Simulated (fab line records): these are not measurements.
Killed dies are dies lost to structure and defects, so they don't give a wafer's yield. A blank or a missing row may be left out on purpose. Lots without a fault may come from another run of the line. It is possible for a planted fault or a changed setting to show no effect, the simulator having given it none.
fab line records    flow sky130
record: lots: 11  wafers: 33  lastDay: 50
route steps=708 shown METAL3@564 VIA3@587 PAD_OPEN@708
lots untouched by any fault: they come from a run of this same line in which no faults occurred
startH: start of the lot's first displayed wafer, in hours after the record's first day    waitH: time in hours since the lot's previous step    " repeats the value in the row above    L1.1+2: several wafers, shown together as one row    - no value, or no start was given    * or withheld: withheld    < > ~ a bound
route shown NAME@n: a module of which the file shows steps, and the number in the route of the first    usual: mean and standard deviation over wafers with no fault    same: alike in all rows    chamber/n: place in a boat    sites: readings site by site    _std_site: how widely they spread, as a standard deviation    _edge_site: inner sites' mean taken away from outer sites' mean    radiusMm: for every site, how far away it sits from the centre of the wafer    mask NAME#n: copy n    behind: the most recent tool/chamber to have shaped the wafer    hold: what put the lot on hold/how long, in hours/how the hold closed    device: the n, p or np transistor that did not switch    end of line: the tests these same wafers got at the end of their route    for a step that has no rows: nothing shown but its recipe    killed: dies that structure and defects cost at the first sort, which is not the same as the wafer's yield    map: a wafer's dies, x killed, . not, _ none there
set.NAME: the setting as run; set.NAME@STEP: as run at that earlier step    model.NAME: the simulator's own value behind a step, which no gauge read
a sample of lots followed through the steps of the route, with each step as a table and each wafer as a row
services: from which hour (startH, from the record's first day; less than 0 if before it) a tool's chamber was out of use, for how many hours, and why
== steps ==
step: SKY_METAL3_OVL_MEAS_14
usual: METAL3_OVL: 3/6.2
lot.wafer  tool        chamber  startH   waitH  METAL3_OVL[nm]
L256.3     overlay-01  -        900.55   0.1    6
L256.5     "           -        "        "      11
L256.6     "           -        "        "      15
L258.1     overlay-01  -        923.26   0.1    -4
L258.2     "           -        "        "      9
L258.6     "           -        "        "      3
L260.3     overlay-02  -        944.13   0.1    1
L260.5     "           -        "        "      2
L260.6     "           -        "        "      -9
L263.1     overlay-01  -        957.31   0.1    -2
L263.4     "           -        "        "      1
L263.6     "           -        "        "      5
L267.2     overlay-01  -        983.84   0.1    3
L267.3     "           -        "        "      1
L267.6     "           -        "        "      1
L268.1     overlay-02  -        989.29   0.1    11
L268.4     "           -        "        "      4
L268.6     "           -        "        "      6
L269.2     overlay-01  -        993.89   0.1    12
L269.4     "           -        "        "      4
L269.6     "           -        "        "      6
L274.1     overlay-01  -        1027.96  0.1    -5
L274.2     "           -        "        "      -7
L274.6     "           -        "        "      -4
L276.3     overlay-01  -        1036.43  0.1    6
L276.4     "           -        "        "      11
L276.5     "           -        "        "      2
L278.2     overlay-01  -        1062.06  0.1    9
L278.5     "           -        "        "      6
L278.6     "           -        "        "      5
L279.1     overlay-01  -        1062.61  0.1    11
L279.2     "           -        "        "      -2
L279.6     "           -        "        "      2
step: SKY_METAL3_ETCH_17
recipe: target: SiO2  stopOn: TiN  chemistry: C4F8/O2/Ar  sourceW: 1500  biasW: 1200  pressureMtorr: 40  c4f8FlowSccm: withheld  O2_flow_sccm: 6  Ar_flow_sccm: 300  timeS: 3.9  targetDepthA: 150
usual: biasW: 1199/3.4  oesProductAu: 0.758/0.0077  rfFwdPowerW: 1469/7.2
same: timeS: 3.9
lot.wafer  tool        chamber  startH   waitH  biasW  oesProductAu  rfFwdPowerW
L256.3     rieDiel-02  1        900.70   0.0    1199   0.756         1466
L256.5     "           2        "        "      1199   0.767         1467
L256.6     "           1        "        "      1197   0.758         1464
L258.1     rieDiel-03  1        923.43   0.1    1199   0.762         1475
L258.2     "           0        "        "      1197   0.763         1477
L258.6     "           0        "        "      1199   0.770         1475
L260.3     rieDiel-01  0        944.28   0.0    1206   0.765         1463
L260.5     "           0        "        "      1198   0.769         1465
L260.6     "           1        "        "      1199   0.751         1485
L263.1     rieDiel-02  0        957.48   0.1    1200   0.754         1479
L263.4     "           2        "        "      1198   0.765         1474
L263.6     "           3        "        "      1198   0.760         1475
L267.2     rieDiel-02  3        984.00   0.1    1200   0.743         1467
L267.3     "           0        "        "      1196   0.760         1467
L267.6     "           3        "        "      1199   0.771         1470
L268.1     rieDiel-02  3        989.45   0.1    1199   0.757         1466
L268.4     "           1        "        "      1200   0.760         1465
L268.6     "           3        "        "      1193   0.762         1464
L269.2     rieDiel-02  2        994.05   0.1    1196   0.758         1463
L269.4     "           3        "        "      1203   0.757         1469
L269.6     "           2        "        "      1196   0.760         1466
L274.1     rieDiel-02  3        1028.13  0.1    1198   0.750         1471
L274.2     "           1        "        "      1194   0.742         1472
L274.6     "           2        "        "      1200   0.760         1462
L276.3     rieDiel-03  2        1036.58  0.0    1201   0.751         1468
L276.4     "           3        "        "      1199   0.755         1474
L276.5     "           2        "        "      1204   0.760         1473
L278.2     rieDiel-01  1        1062.25  0.1    1195   0.751         1479
L278.5     "           1        "        "      1200   0.751         1480
L278.6     "           2        "        "      1201   0.765         1472
L279.1     rieDiel-01  3        1062.82  0.1    1196   0.744         1468
L279.2     "           2        "        "      1198   0.754         1477
L279.6     "           1        "        "      1207   0.751         1473
step: SKY_VIA3_ETCH_14
recipe: chemistry: N2/H2  target: BARC  ionEnergyEv: 200  sourceW: 500  biasW: 100  pressureMtorr: 30  n2FlowSccm: 100  h2FlowSccm: 200  stopOn: SiO2  timeS: 45.9  targetDepthA: 600
usual: biasW: 99.96/0.3  drypumpMotorCurrentA: 5.9/0.38  oesProductAu: 0.855/0.0039  rfFwdPowerW: 494.3/2.2  throttleValvePct: 13.225/0.0082
same: timeS: 45.9
lot.wafer  tool        chamber  startH   waitH  biasW   drypumpMotorCurrentA  oesProductAu  rfFwdPowerW  rfHoursCounterH  throttleValvePct
L256.3     rieDiel-04  0        926.52   0.0    100.23  6.3                   0.859         491.6        18               13.223
L256.5     "           0        "        "      100.75  6.3                   0.855         491.6        -                13.219
L256.6     "           1        "        "      100.17  5.5                   0.854         491.6        -                13.216
L258.1     rieDiel-03  0        948.47   0.0    100.37  6.2                   0.860         498.0        15               13.225
L258.2     "           3        "        "      99.83   6.5                   0.850         496.1        5                13.211
L258.6     "           3        "        "      99.97   6.5                   0.858         498.1        -                13.220
L260.3     rieDiel-01  1        969.32   0.0    100.11  5.8                   0.852         495.2        20               13.236
L260.5     "           2        "        "      100.10  6.0                   0.852         495.4        -                13.224
L260.6     "           3        "        "      99.87   5.2                   0.856         492.2        -                13.220
L263.1     rieDiel-01  0        982.87   0.0    99.62   5.7                   0.860         492.7        19               13.216
L263.4     "           1        "        "      99.38   5.8                   0.855         495.3        20               13.225
L263.6     "           1        "        "      99.75   5.8                   0.852         497.7        -                13.219
L267.2     rieDiel-01  3        1008.92  0.0    100.13  5.3                   0.863         570.8        15               13.218
L267.3     "           1        "        "      100.25  5.8                   0.856         577.3        22               13.223
L267.6     "           3        "        "      99.43   5.3                   0.860         572.7        -                13.236
L268.1     rieDiel-01  3        1014.27  0.0    99.76   5.2                   0.855         572.5        15               13.227
L268.4     "           1        "        "      100.10  5.8                   0.855         579.1        22               13.237
L268.6     "           0        "        "      99.97   5.7                   0.858         572.6        -                13.230
L269.2     rieDiel-01  1        1018.47  0.0    100.43  5.8                   0.854         577.0        22               13.231
L269.4     "           3        "        "      99.85   5.3                   0.858         571.8        15               13.245
L269.6     "           2        "        "      99.95   6.0                   0.859         578.5        -                13.235
L274.1     rieDiel-03  1        1051.52  0.0    99.49   6.0                   0.856         494.3        18               13.225
L274.2     "           0        "        "      99.63   6.2                   0.849         495.9        17               13.239
L274.6     "           1        "        "      100.05  6.0                   0.852         495.4        -                13.231
L276.3     rieDiel-04  2        1059.82  0.0    99.71   5.5                   0.852         495.1        25               13.220
L276.4     "           3        "        "      99.87   6.4                   0.850         495.6        16               13.222
L276.5     "           0        "        "      99.97   6.3                   0.855         492.4        -                13.224
L278.2     rieDiel-01  3        1085.77  0.0    100.04  5.3                   0.856         491.6        18               13.233
L278.5     "           3        "        "      100.28  5.3                   0.859         494.0        -                13.236
L278.6     "           1        "        "      100.15  5.8                   0.848         493.7        -                13.211
L279.1     rieDiel-01  1        1086.47  0.0    99.87   5.8                   0.856         497.4        25               13.231
L279.2     "           3        "        "      100.35  5.3                   0.851         490.9        18               13.231
L279.6     "           0        "        "      99.77   5.7                   0.860         494.1        -                13.231
step: SKY_VIA3_STRIP_16
recipe: chemistry: O2/N2  powerW: 1400  pressureMtorr: 1500  platenTempC: withheld  o2FlowSccm: 3000  n2FlowSccm: 300  overashFraction: 0.5
usual: drypumpMotorCurrentA: 5.6/0.31  oesProductAu: 0.402/0.0048  stripTimeToEndpointS: 4.13/0.033
lot.wafer  tool            chamber  startH   waitH  drypumpMotorCurrentA  oesProductAu  rfHoursCounterH  stripTimeToEndpointS
L256.3     plasmaAsher-04  0        926.65   0.1    5.2                   0.400         -                4.12
L256.5     "               0        "        "      5.2                   0.394         -                4.12
L256.6     "               1        "        "      5.9                   0.399         -                4.13
L258.1     plasmaAsher-03  1        948.57   0.0    5.3                   0.407         21               4.16
L258.2     "               0        "        "      5.3                   0.400         21               4.15
L258.6     "               0        "        "      5.3                   0.403         -                4.17
L260.3     plasmaAsher-02  1        969.46   0.1    5.7                   0.393         -                4.09
L260.5     "               1        "        "      5.7                   0.400         -                4.11
L260.6     "               0        "        "      6.0                   0.397         -                4.12
L263.1     plasmaAsher-03  0        982.97   0.0    5.2                   0.404         25               4.10
L263.4     "               1        "        "      5.3                   0.402         -                4.05
L263.6     "               0        "        "      5.2                   0.399         -                4.05
L267.2     plasmaAsher-02  0        1009.02  0.0    5.9                   0.403         94               4.03
L267.3     "               0        "        "      6.0                   0.402         -                4.05
L267.6     "               1        "        "      5.7                   0.397         -                4.06
L268.1     plasmaAsher-03  0        1014.37  0.0    5.2                   0.394         28               4.02
L268.4     "               0        "        "      5.2                   0.394         -                4.06
L268.6     "               1        "        "      5.3                   0.395         -                4.07
L269.2     plasmaAsher-02  1        1018.57  0.0    5.7                   0.393         95               4.03
L269.4     "               1        "        "      5.7                   0.397         -                4.03
L269.6     "               1        "        "      5.7                   0.403         -                4.02
L274.1     plasmaAsher-04  0        1051.62  0.0    5.2                   0.408         64               4.12
L274.2     "               1        "        "      5.9                   0.404         64               4.11
L274.6     "               0        "        "      5.2                   0.400         -                4.13
L276.3     plasmaAsher-02  0        1059.96  0.1    6.0                   0.405         -                4.16
L276.4     "               1        "        "      5.7                   0.410         -                4.17
L276.5     "               0        "        "      5.9                   0.399         -                4.12
L278.2     plasmaAsher-02  0        1085.87  0.0    6.0                   0.402         104              4.12
L278.5     "               0        "        "      6.0                   0.405         -                4.10
L278.6     "               1        "        "      5.7                   0.397         -                4.09
L279.1     plasmaAsher-03  1        1086.57  0.0    5.4                   0.393         33               4.09
L279.2     "               0        "        "      5.2                   0.401         33               4.11
L279.6     "               0        "        "      5.2                   0.405         -                4.10
step: SKY_VIA3_CVD_21
recipe: material: W  targetThkNm: 390  timeS: 117.31  tempC: 400  pressureTorr: 40
usual: heaterPowerW: 762/88
same: timeS: 117.31
lot.wafer  tool     chamber  startH   waitH  heaterPowerW
L256.3     cvdW-01  1        927.35   0.1    884
L256.5     "        1        "        "      892
L256.6     "        0        "        "      687
L258.1     cvdW-01  0        949.23   0.0    673
L258.2     "        1        "        "      928
L258.6     "        1        "        "      918
L260.3     cvdW-02  1        970.15   0.1    762
L260.5     "        0        "        "      720
L260.6     "        1        "        "      731
L263.1     cvdW-02  1        983.64   0.0    762
L263.4     "        0        "        "      706
L263.6     "        1        "        "      749
L267.2     cvdW-02  0        1009.68  0.0    728
L267.3     "        0        "        "      721
L267.6     "        0        "        "      725
L268.1     cvdW-02  1        1015.03  0.0    753
L268.4     "        1        "        "      745
L268.6     "        0        "        "      726
L269.2     cvdW-01  0        1019.26  0.0    676
L269.4     "        1        "        "      891
L269.6     "        0        "        "      672
L274.1     cvdW-01  0        1052.27  0.0    670
L274.2     "        1        "        "      923
L274.6     "        0        "        "      691
L276.3     cvdW-02  1        1060.62  0.1    724
L276.4     "        0        "        "      727
L276.5     "        1        "        "      733
L278.2     cvdW-01  1        1086.52  0.0    897
L278.5     "        0        "        "      672
L278.6     "        1        "        "      935
L279.1     cvdW-02  1        1087.30  0.0    747
L279.2     "        0        "        "      736
L279.6     "        1        "        "      743
step: SKY_PAD_OPEN_PROBE_99
usual: defectLimitedYield: 82.4/1.9  killed_at_M0_to_M3: 44/7.1  killed_at_M4_up: 3.5/2  killedAtContacts: 24/5.3  killedAtFrontEnd: 15/4.8  killedAtOther: 0.1/0.35  killedDies: 86/9.3  killedOpen: 47/7.8  killedShort: 39/5.9  sort_bin_3_pad_short: 0.8/0.42  sort_bin_5_function: 10.3/1.4  sort_bin_6_memory: 6.4/1.1  sortNPass: 406/9.3  sortYieldPct: 82.4/1.9
same: grossDies: 492  killedAtBackSide: 0  sort_bin_4_leakage[%]: 0  sort_bin_8_speed[%]: 0
lot.wafer  tool       chamber  startH   waitH  defectLimitedYield[%]  killed_at_M0_to_M3  killed_at_M4_up  killedAtContacts  killedAtFrontEnd  killedAtOther  killedDies  killedOpen  killedShort  sort_bin_3_pad_short[%]  sort_bin_5_function[%]  sort_bin_6_memory[%]  sortNPass  sortYieldPct[%]
L267.2     prober-02  -        1143.40  0.1    83.5                   46                  5                17                13                0              81          29          52           0.4                      10.4                    5.7                   411        83.5
killed by level:class
L267.2 VIA1:geometricParticle:short=9 METAL1:geometricParticle:short=9 VIA3:geometricParticle:open=8 CONTACT:geometricParticle:open=7 FIELD_ISO:geometricParticle:short=6 VIA2:geometricParticle:short=6 CONTACT:geometricParticle:short=5 VIA2:geometricParticle:open=5
== services ==
tool            chamber  startH   hours  kind
rieDiel-02      2        878.79   4.8    repair
plasmaAsher-02  -        892.86   1.8    repair
cvdW-01         -        904.00   14.0   pm
rieDiel-01      -        916.94   0.3    repair
cvdW-01         -        940.42   6.0    pm
cvdW-02         -        946.42   6.0    pm
plasmaAsher-02  -        949.83   2.0    repair
rieDiel-02      1        950.09   3.8    repair
rieDiel-02      1        957.42   1.2    repair
rieDiel-02      3        960.95   2.8    repair
cvdW-01         0        961.19   3.1    repair
rieDiel-02      1        970.46   3.4    repair
rieDiel-03      0        992.67   10.2   repair
rieDiel-03      -        994.00   24.8   repair
rieDiel-01      0        998.69   10.5   repair
rieDiel-02      2        1002.76  2.9    repair
plasmaAsher-03  -        1015.18  28.1   pm
rieDiel-03      -        1016.12  1.1    repair
rieDiel-01      2        1019.84  11.0   repair
rieDiel-02      0        1021.29  15.8   repair
rieDiel-01      -        1027.57  0.4    repair
rieDiel-02      2        1036.29  4.0    repair
rieDiel-02      -        1063.59  4.3    pm
cvdW-02         0        1069.57  4.7    repair
== key ==
firstSign: step: SKY_VIA3_ETCH_14  reading: rfFwdPowerW  direction: up  sigmas: 37  usual: 494.3  struck: 574.7
effect: step: SKY_VIA3_STRIP_16  reading: stripTimeToEndpointS  direction: down  sigmas: 2.7  usual: *  struck: *
metAt SKY_VIA3_ETCH_14
struckLots L267,L268,L269
notActingAt SKY_METAL3_OVL_MEAS_14,SKY_METAL3_ETCH_17,SKY_VIA3_CVD_21
onsetBetween 982.87 1008.92
fault: kind: processParameterDrift  tool: rieDiel-01  chamber: -  onsetH: 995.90  steps: SKY_VIA3_ETCH_14  channel: sourceW  offset: 80  shape: step  endH: 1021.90  actsIn: theseRecipesOnly  stated: 500
